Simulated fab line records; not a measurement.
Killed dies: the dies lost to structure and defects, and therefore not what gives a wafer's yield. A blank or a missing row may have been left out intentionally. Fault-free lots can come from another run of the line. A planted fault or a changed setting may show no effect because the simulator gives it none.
What tool caused it? || flow sky130 || 21 wafers sampled from 7 lots at 1 step of a route of 708

WHAT THE GAUGES SHOWED, per wafer
SKY_DNWELL_TW_MEAS_09.
{"lot": "L582", "measured": "day 3 12:19", "on": "film_metro-03", "DNWELL_TW": "1138 1136 1132"}
{"lot": "L584", "measured": "day 3 23:51", "on": "film_metro-03", "DNWELL_TW": "1130 1135 1132"}
{"lot": "L586", "measured": "day 4 08:12", "on": "film_metro-03", "DNWELL_TW": "1134 1129 1131"}
{"lot": "L593", "measured": "day 5 20:49", "on": "film_metro-03", "DNWELL_TW": "1134 1146 1135"}
{"lot": "L596", "measured": "day 6 19:43", "on": "film_metro-01", "DNWELL_TW": "1112 1102 1109"}
{"lot": "L600", "measured": "day 7 11:45", "on": "film_metro-01", "DNWELL_TW": "1111 1113 1104"}
{"lot": "L604", "measured": "day 8 07:10", "on": "film_metro-02", "DNWELL_TW": "1109 1108 1108"}

WHAT TOOL EACH LOT RAN ON (gives the tool, then ch and the chambers of the sampled wafers, and finally the start)
No process step before these readings appears in the record.

THE ANSWER, worked out from the rows above alone
Rule: the usual values come from the lots themselves. The widest of any qualifying gaps counts: lots, ordered by their means at a reading, are off when they make up no more than a third of the lots, leave a main group of 4 or more, and stand apart from it by 3 or more times the standard deviation of that group's means. Not used: any main group whose means are identical at the precision the tables above print for the reading. A lot without any number at a reading at which 4 lots or more have one is off too. Any other lot the step has rows for is counted as sound.
No lot is off at any reading shown: from this, nothing can be told.

WHAT THE SIMULATOR HAD PUT IN
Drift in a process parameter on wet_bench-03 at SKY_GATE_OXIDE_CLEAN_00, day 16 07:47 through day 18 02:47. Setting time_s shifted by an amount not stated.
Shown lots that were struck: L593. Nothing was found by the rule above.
